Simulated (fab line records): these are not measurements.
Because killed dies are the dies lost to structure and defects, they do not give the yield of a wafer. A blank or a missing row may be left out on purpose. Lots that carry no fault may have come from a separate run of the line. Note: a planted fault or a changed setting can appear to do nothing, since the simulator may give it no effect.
Chamber matching | flow sky130 | 3 sister chambers for SKY_LI_CONTACT_HDPCVD_00 on hdpcvd-02
The step deposits PSG, target thk 930 nm, time 155 s. 14 wafers are shown with their chamber, then 7 later ones without.

== WAFERS PAIRED WITH THEIR CHAMBERS ==
wafer  | chamber | pressure mtorr (mTorr)
L988.1 | 0       | 6.003
L988.4 | 1       | 5.994
L988.6 | 0       | 5.989
L990.1 | 0       | 5.967
L990.4 | 2       | 5.990
L990.6 | 1       | 5.997
L992.1 | 2       | 5.999
L992.3 | 1       | 6.001
L992.6 | 0       | 5.995
L996.2 | 1       | 6.007
L996.3 | 2       | 5.988
L996.6 | 0       | 6.005
L101.4 | 1       | 5.992
L101.5 | 0       | 5.995

SIGNATURES (averages over the wafers above)
reading        | chamber 0 | chamber 1 | chamber 2 | scatter within a chamber
pressure mtorr | 5.99233   | 5.99820   | 5.99233   | 0.0102
Rule: a wafer lies at a distance from a chamber equal to the root of the sum of squares, over the readings, of (its reading less the chamber's mean, divided by the reading's scatter). If the next closest chamber is less than 2 further off than the closest, the wafer can't be placed; otherwise it belongs to the closest. The scatter: the root of (the sum of the squares of (reading less its chamber's mean) over the shown wafers, divided by (wafers less chambers)).

== WAFERS WITH NO CHAMBER GIVEN ==
wafer  | pressure mtorr (mTorr)
L101.6 | 5.995
L102.3 | 5.991
L102.4 | 5.977
L102.5 | 6.004
L103.2 | 6.006
L103.3 | 5.986
L103.4 | 6.005

== WHICH CHAMBER EACH WENT THROUGH ==
wafer  | from the rows above          | in truth
L101.6 | can't be placed: 2 or 0 or 1 | 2
L102.3 | can't be placed: 0 or 2 or 1 | 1
L102.4 | can't be placed: 0 or 2 or 1 | 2
L102.5 | can't be placed: 1 or 2 or 0 | 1
L103.2 | can't be placed: 1 or 2 or 0 | 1
L103.3 | can't be placed: 0 or 2 or 1 | 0
L103.4 | can't be placed: 1 or 2 or 0 | 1
Placed correctly: 0 of 7. Not placeable from these rows: 7 (in 7, the candidates include the true chamber). Number placed wrongly: 0.
